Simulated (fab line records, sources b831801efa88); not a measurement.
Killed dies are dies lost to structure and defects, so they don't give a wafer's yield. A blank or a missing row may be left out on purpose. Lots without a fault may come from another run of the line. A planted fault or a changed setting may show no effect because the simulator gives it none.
Chamber matching | flow sky130 | SKY_VIA1_CMP_24 on cmp-02: 4 sister chambers
The step polishes, stops on SiO2, t overpolish 15 s, target thk 0 nm. 4 wafers are shown with their chamber, then 10 later ones without.

WAFERS WITH THEIR CHAMBER
wafer  | chamber | time_to_endpoint_s (s)
L085.1 | 0       | 71
L085.2 | 1       | 67
L086.1 | 3       | 75
L086.4 | 2       | 57

WAFERS WITHOUT THEIR CHAMBER
wafer  | time_to_endpoint_s (s)
L086.5 | 71
L088.1 | 67
L088.3 | 78
L088.5 | 64
L089.3 | 67
L089.4 | 70
L089.6 | 66
L096.3 | 66
L096.4 | 69
L096.5 | 72

WHICH CHAMBER EACH WENT THROUGH
wafer  | from the rows above     | in truth
L086.5 | 0                       | 0
L088.1 | 1                       | 1
L088.3 | 3                       | 3
L088.5 | 1                       | 1
L089.3 | 1                       | 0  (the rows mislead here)
L089.4 | can't be placed: 0 or 1 | 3
L089.6 | 1                       | 1
L096.3 | 1                       | 1
L096.4 | can't be placed: 0 or 1 | 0
L096.5 | can't be placed: 0 or 3 | 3
Placed correctly: 6 of 10. Can't be placed from these rows: 3 (the true chamber is among the candidates in 2). Placed wrongly: 1.
How it was worked out, from the rows above alone: a wafer's distance from a chamber is the root of the sum, over the readings, of the square of ((its reading less the chamber's mean) divided by the reading's scatter). The wafer belongs to the nearest chamber; if the next one is less than 2 further off, it can't be placed. A chamber's mean is the mean of its shown wafers. The scatter: with one shown wafer a chamber, the root of the mean of the squares of how far each hidden wafer lies from its nearest shown one.
